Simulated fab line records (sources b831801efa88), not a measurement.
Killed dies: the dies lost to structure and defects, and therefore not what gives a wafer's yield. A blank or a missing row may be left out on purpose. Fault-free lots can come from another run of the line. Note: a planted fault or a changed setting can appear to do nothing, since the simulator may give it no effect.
A struck lot beside a sound one | flow sky130 | 29 steps out of a route of 708
Sound: wafers L966.2, L966.3, L966.4. Struck: wafer L976.1 (left out: L976.2, L976.3 of the same lot, which were not struck); the cause appears at the end.
Each step with rows lists, per side, the tool, then ch with its chambers, then its first start. Under that, the readings that differ: sound wafers | struck wafers | difference of the means | sigmas: that difference in standard deviations of wafers without a fault.
alike: words and numbers the same on both sides, and readings whose means are apart by under 2 such deviations; not compared: readings that were withheld, readings missing a value for some wafer, numbers with overlapping values and no deviation given by the record, and bounds like >300 which may hide the same value.
A row with sigmas, a row that says differs or no value, or rows on one side alone: a step with any of these is where the two part. Numbers that don't overlap but have no deviation are shown without sigmas and don't part them. A reading that every wafer of one side lacks parts them only if that side has two wafers or more.

first, 3 steps without rows for these wafers: SKY_METAL1_EXPOSE_12 (exposes mask MM1, target cd 140 nm); SKY_METAL1_PEB_13; SKY_METAL1_DEVELOP_14 (develop time 60 s).
SKY_METAL1_CD_MEAS_15: the cd target is 140 nm.
  sound on cd_sem-01, day 34 13:11; struck on cd_sem-02, day 37 19:38
  alike: cd_nm
SKY_METAL1_OVL_MEAS_16:
  sound on overlay-01, day 34 13:18; struck on overlay-02, day 37 19:46
  reading         | sound | struck | difference | sigmas
  METAL1_OVL (nm) | 6 8 8 | -7     | -14        | -2
SKY_METAL1_DESCUM_17: chemistry O2, time 8 s.
  sound on rie_metal-02 ch 0,1, day 34 13:20; struck on rie_metal-02 ch 1, day 37 19:47
  alike: drypump_motor_current_A, oes_product_au
  not compared: rf_hours_counter_h
SKY_METAL1_ETCH_18: etches BARC in N2/H2, stops on SiO2, time 45.9 s, target depth 60 nm.
  sound on rie_metal-02 ch 0,1, day 34 13:22; struck on rie_metal-02 ch 1, day 37 19:49
  alike: drypump_motor_current_A, oes_product_au, throttle_valve_pct
  not compared: rf_hours_counter_h
SKY_METAL1_METAL_ETCH_19: etches the open film in Cl2/BCl3, stops on SiO2, target depth 360 nm, time 78 s.
  sound on rie_metal-02 ch 0,1, day 34 13:25; struck on rie_metal-02 ch 1, day 37 19:53
  alike: drypump_motor_current_A, mfc_cl2_sccm, oes_product_au, throttle_valve_pct
  not compared: rf_hours_counter_h
then, 4 steps without rows for these wafers: SKY_METAL1_STRIP_20 (strips in O2/N2); SKY_METAL1_STRIP_21 (strips in post etch residue remover, time 1200 s); SKY_METAL1_CLEAN_22 (cleans in IPA, time 180 s); SKY_METAL1_CLEAN_23 (cleans in O3/DIW).
SKY_VIA1_HDPCVD_00: deposits SiO2, target thk 1030 nm, time 171.7 s.
  sound on hdpcvd-02 ch 0,1, day 34 14:31; struck on hdpcvd-01 ch 0,1,2, day 37 20:55
SKY_VIA1_THK_MEAS_01:
  sound on film_metro-02, day 34 14:38; struck on film_metro-04, day 37 21:02
  reading              | sound          | struck | difference | sigmas
  VIA1_HDPCVD_THK (nm) | 1032 1027 1027 | 807    | -222       | -20
SKY_VIA1_CMP_02: polishes SiO2.
  sound on cmp-02 ch 1,2,3, day 34 14:44; struck on cmp-02 ch 2, day 37 21:06
  alike: motor_current_A
SKY_VIA1_BOW_MEAS_03:
  sound on film_metro-02, day 34 15:00; struck on film_metro-03, day 37 21:24
  alike: VIA1_BOW
then, 8 steps without rows for these wafers: SKY_VIA1_DEHYDRATE_04 (time 60 s); SKY_VIA1_HMDS_05 (prime time 60 s); SKY_VIA1_COAT_06 (resist thk 60 nm); SKY_VIA1_COAT_07 (resist thk 450 nm); SKY_VIA1_SOFTBAKE_08 (time 90 s); SKY_VIA1_EXPOSE_09 (exposes mask VIM, target cd 150 nm); SKY_VIA1_PEB_10; SKY_VIA1_DEVELOP_11 (develop time 60 s).
SKY_VIA1_CD_MEAS_12: the cd target is 150 nm.
  sound on cd_sem-02, day 35 17:26; struck on cd_sem-02, day 38 23:16
  alike: cd_nm
SKY_VIA1_OVL_MEAS_13:
  sound on overlay-01, day 35 17:33; struck on overlay-01, day 38 23:23
  alike: VIA1_OVL
SKY_VIA1_ETCH_14: etches BARC in N2/H2, stops on SiO2, time 45.9 s, target depth 60 nm.
  sound on rie_diel-03 ch 0,1,2, day 35 17:35; struck on rie_diel-03 ch 3, day 38 23:26
  alike: drypump_motor_current_A, oes_product_au, throttle_valve_pct
  not compared: rf_hours_counter_h
SKY_VIA1_ETCH_15: etches SiO2 in C4F8/O2/Ar, stops on TiN, target depth 351 nm, time 54 s.
  sound on rie_diel-03 ch 0,1,2, day 35 17:37; struck on rie_diel-03 ch 3, day 38 23:28
  reading               | sound             | struck | difference | sigmas
  oes_product_au (a.u.) | 0.985 0.980 0.980 | 0.741  | -0.241     | -42
  not compared: rf_hours_counter_h
then, 1 step without rows for these wafers: SKY_VIA1_STRIP_16 (strips in O2/N2).

## WHERE THEY PART
At SKY_METAL1_OVL_MEAS_16 first; at SKY_VIA1_ETCH_15 last (within this record only).

WHY: what had been put in by the simulator
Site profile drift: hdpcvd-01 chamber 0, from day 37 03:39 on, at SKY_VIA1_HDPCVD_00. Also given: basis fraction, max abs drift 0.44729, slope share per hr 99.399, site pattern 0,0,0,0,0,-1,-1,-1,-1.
